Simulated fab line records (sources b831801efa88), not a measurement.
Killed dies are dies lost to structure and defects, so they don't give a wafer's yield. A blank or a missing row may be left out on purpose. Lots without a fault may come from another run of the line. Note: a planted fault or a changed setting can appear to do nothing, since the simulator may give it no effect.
What tool caused it? | flow sky130 | 11 lots, 33 wafers sampled, at 5 steps of a route of 708

## WHAT THE GAUGES READ, wafer by wafer
SKY_VT_ADJUST_LVTN_OVL_MEAS_07.
lot  | measured     | on         | VT_ADJUST_LVTN_OVL (nm)
L296 | day 6 23:50  | overlay-01 | -2.5 1.1 -1.0
L297 | day 7 05:14  | overlay-01 | 1.8 -0.5 1.5
L298 | day 7 11:08  | overlay-02 | -1.3 -1.4 0.2
L299 | day 7 14:59  | overlay-01 | -1.0 0.3 2.1
L301 | day 8 01:50  | overlay-02 | 1.5 -1.1 -1.9
L300 | day 8 04:27  | overlay-01 | 0.7 -0.6 -0.4
L302 | day 8 13:23  | overlay-02 | 0.2 -0.6 -1.0
L303 | day 8 19:41  | overlay-02 | 1.0 0.5 -1.2
L304 | day 9 03:56  | overlay-02 | 1.9 0.3 -0.1
L305 | day 9 10:20  | overlay-02 | 2.1 2.7 1.4
L306 | day 10 00:42 | overlay-01 | 1.5 1.9 -1.5

SKY_VT_ADJUST_PCH_OVL_MEAS_07.
lot  | measured     | on         | VT_ADJUST_PCH_OVL (nm)
L296 | day 10 11:17 | overlay-02 | 0.5 0.1 -1.9
L297 | day 10 18:23 | overlay-01 | -1.7 0.2 0.4
L298 | day 11 02:26 | overlay-01 | -3.3 -2.1 -2.2
L299 | day 11 06:00 | overlay-02 | 0.4 -1.6 -1.1
L301 | day 11 17:17 | overlay-01 | 0.4 1.3 -0.6
L300 | day 11 21:27 | overlay-01 | 4.6 3.7 3.5
L302 | day 12 06:35 | overlay-02 | 1.2 0.6 -0.3
L303 | day 12 16:02 | overlay-02 | 0.9 -0.1 0.3
L304 | day 13 08:26 | overlay-01 | 3.6 -1.1 0.4
L305 | day 13 09:20 | overlay-01 | 0.9 -0.9 -0.9
L306 | day 14 00:54 | overlay-02 | 1.0 2.7 2.0

SKY_VT_ADJUST_PCH_TW_MEAS_10.
lot  | measured     | on            | VT_ADJUST_PCH_TW
L296 | day 10 11:34 | film metro-03 | 140.8 140.2 141.3
L297 | day 10 18:40 | film metro-04 | 141.9 142.8 142.9
L298 | day 11 02:44 | film metro-02 | 143.2 143.6 143.6
L299 | day 11 06:17 | film metro-02 | 143.3 143.3 143.1
L301 | day 11 17:34 | film metro-03 | 140.5 141.2 140.4
L300 | day 11 21:45 | film metro-03 | 140.6 140.1 140.9
L302 | day 12 06:52 | film metro-04 | 144.5 143.9 143.7
L303 | day 12 16:19 | film metro-04 | 204.0 203.6 203.4
L304 | day 13 08:44 | film metro-02 | 200.8 202.3 201.0
L305 | day 13 09:37 | film metro-02 | 202.8 202.2 202.9
L306 | day 14 01:12 | film metro-03 | 198.6 198.6 200.1

SKY_POLY_GATE_THK_MEAS_01.
lot  | measured     | on            | POLY_GATE_CVD_00_THK (nm)
L296 | day 14 04:16 | film metro-03 | 175.9 177.5 177.2
L297 | day 14 10:10 | film metro-02 | 177.5 178.6 178.4
L298 | day 14 18:44 | film metro-04 | 175.0 175.2 174.6
L299 | day 14 22:41 | film metro-02 | 179.2 179.9 178.7
L301 | day 15 06:40 | film metro-04 | 181.1 181.9 180.7
L300 | day 15 13:59 | film metro-03 | 178.8 179.0 178.1
L302 | day 16 02:07 | film metro-02 | 176.8 177.8 177.5
L303 | day 16 13:04 | film metro-04 | 182.7 182.1 181.0
L304 | day 17 09:04 | film metro-04 | 180.3 180.5 179.8
L305 | day 17 09:03 | film metro-02 | 179.3 180.2 179.6
L306 | day 17 23:51 | film metro-02 | 177.9 176.8 177.0

## WHICH TOOL RAN EACH LOT (tool, then ch and the chambers of the sampled wafers, then the start)
lot  | SKY_VT_ADJUST_PCH_IMPLANT_08
L296 | implanter-01 ch 0, day 10 11:19
L297 | implanter-04 ch 0, day 10 18:25
L298 | implanter-04 ch 0, day 11 02:29
L299 | implanter-03 ch 0, day 11 06:04
L301 | implanter-01 ch 0, day 11 17:19
L300 | implanter-04 ch 0, day 11 21:32
L302 | implanter-01 ch 0, day 12 06:37
L303 | implanter-03 ch 0, day 12 16:04
L304 | implanter-04 ch 0, day 13 08:29
L305 | implanter-04 ch 0, day 13 09:22
L306 | implanter-01 ch 0, day 14 01:00
- SKY_VT_ADJUST_PCH_IMPLANT_08

## WHAT THE TOOLS THEMSELVES READ (means of the sampled wafers that have a number; where no wafer has one, the mark that the record gives instead)
SKY_VT_ADJUST_PCH_IMPLANT_08.
lot  | tool         | beam energy keV | beam on s (s)
L296 | implanter-01 | 10.003          | 9.94
L297 | implanter-04 | 9.998           | 9.85
L298 | implanter-04 | 10.002          | 9.93
L299 | implanter-03 | 10.004          | 10.09
L301 | implanter-01 | 9.997           | 9.97
L300 | implanter-04 | 10.000          | 10.09
L302 | implanter-01 | 10.001          | 9.90
L303 | implanter-03 | 10.003          | 10.01
L304 | implanter-04 | 10.001          | 10.17
L305 | implanter-04 | 9.999           | 10.12
L306 | implanter-01 | 10.002          | 10.13

## THE ANSWER, worked out from the rows above alone
Rule: what is usual is taken from the lots themselves. Put in order of their means at a reading, lots are off if they are a third of the lots or fewer, leave a main group of 4 or more, and stand apart from it by a gap of 3 or more times the standard deviation of the main group's means; of several such gaps the widest counts. A main group whose means are all the same, to the digits that the tables above print for the reading, isn't used. Also off: a lot with no number at a reading for which 4 or more lots have one. Where the step has rows for the other lots, those lots are counted as sound. First the gauges in route order, then the tools' own readings, where a lot's mean is used as printed above. The first step at which some lot is off is used, and at that step the reading that is off furthest; a lot without a number counts as furthest.
No lot is off at any reading shown: from this, nothing can be told.

## WHAT WAS PUT IN BY THE SIMULATOR
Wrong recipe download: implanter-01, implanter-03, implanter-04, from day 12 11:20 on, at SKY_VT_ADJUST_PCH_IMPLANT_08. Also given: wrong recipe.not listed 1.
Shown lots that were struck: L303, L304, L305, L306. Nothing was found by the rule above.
